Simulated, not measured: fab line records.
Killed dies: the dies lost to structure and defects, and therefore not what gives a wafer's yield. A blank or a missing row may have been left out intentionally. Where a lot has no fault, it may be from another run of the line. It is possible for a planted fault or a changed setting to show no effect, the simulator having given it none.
A struck lot beside a sound one -- flow sky130 -- 15 steps out of a route of 708
Sound: the wafers L610.2, L610.3, L610.5. Struck: wafers L614.3, L614.5, L614.6. The cause is given at the end.
Per side, at each step with rows, come the tool, then ch with its chambers, and then its first start. Under that, the readings that differ: sound wafers -- struck wafers -- difference of the means -- sigmas: that difference in standard deviations of wafers without a fault.
alike: readings with means less than 2 such deviations apart, plus words and numbers identical on both sides. not compared: withheld readings, readings lacking a value on some wafer, bounds such as >300 that could conceal the same value, and numbers that have no deviation in the record and whose values overlap.
Wherever a step has rows on one side only, a row that says differs or no value, or a row with sigmas, the two part there. When numbers do not overlap yet have no deviation, they are printed without sigmas and do not part them. Lack of a reading on every wafer of one side parts them only where that side has two or more wafers.

first, 4 steps without rows for these wafers: SKY_LDD_HVN_SOFTBAKE_03 (time 60 s); SKY_LDD_HVN_EXPOSE_04 (exposes mask HVNTM, target cd 700 nm); SKY_LDD_HVN_PEB_05; SKY_LDD_HVN_DEVELOP_06 (develop time 60 s).
SKY_LDD_HVN_OVL_MEAS_07:
  struck on overlay-02, day 22 19:25; sound on overlay-02, day 20 17:22
  alike: LDD_HVN_OVL
next, for these wafers, 1 step has no rows: SKY_LDD_HVN_IMPLANT_08.
SKY_LDD_HVN_STRIP_09: strips in O2/N2.
  sound on plasma_asher-02 ch 0,1, day 20 17:32; struck on plasma_asher-02 ch 0,1, day 22 19:38
  alike: drypump_motor_current_A, o2_flow_sccm, oes_product_au, strip_time_to_endpoint_s
  not compared: rf_hours_counter_h
SKY_LDD_HVN_TW_MEAS_10:
  struck on film_metro-03, day 22 19:43; sound on film_metro-03, day 20 17:39
  alike: LDD_HVN_TW
then, 4 steps without rows for these wafers: SKY_LDD_HVP_DEHYDRATE_00 (time 60 s); SKY_LDD_HVP_HMDS_01 (prime time 60 s); SKY_LDD_HVP_COAT_02 (resist thk 300 nm); SKY_LDD_HVP_SOFTBAKE_03 (time 60 s).
SKY_LDD_HVP_EXPOSE_04: exposes mask HVPTM, target cd 700 nm.
  sound on iline_stepper-02 ch 0, day 21 09:33; struck on iline_stepper-02 ch 0, day 23 11:04
reading,sound,struck,difference,sigmas
mask,HVPTM#0 HVPTM#0 HVPTM#0,HVPTM_R1#0 HVPTM_R1#0 HVPTM_R1#0,differs,
next, for these wafers, 1 step has no rows: SKY_LDD_HVP_PEB_05.
-- here the record skips 24 days between the struck wafers' starts before and after, leaving off in module LDD_HVP and picking up in module PAD_OPEN (first step shown: number 708 of the route) --
SKY_PAD_OPEN_PROBE_99:
  struck on prober-02, day 47 14:10; sound on prober-01, day 46 03:37
  alike: killed_at_M0_to_M3, killed_at_M4_up, killed_at_contacts, killed_at_front_end, killed_at_other, killed_dies, killed_open, killed_short

WHERE THEY PART
SKY_LDD_HVP_EXPOSE_04 only, going by this record. Later steps at which nothing parts them and some readings are alike: SKY_PAD_OPEN_PROBE_99.

WHY: what the simulator had put in
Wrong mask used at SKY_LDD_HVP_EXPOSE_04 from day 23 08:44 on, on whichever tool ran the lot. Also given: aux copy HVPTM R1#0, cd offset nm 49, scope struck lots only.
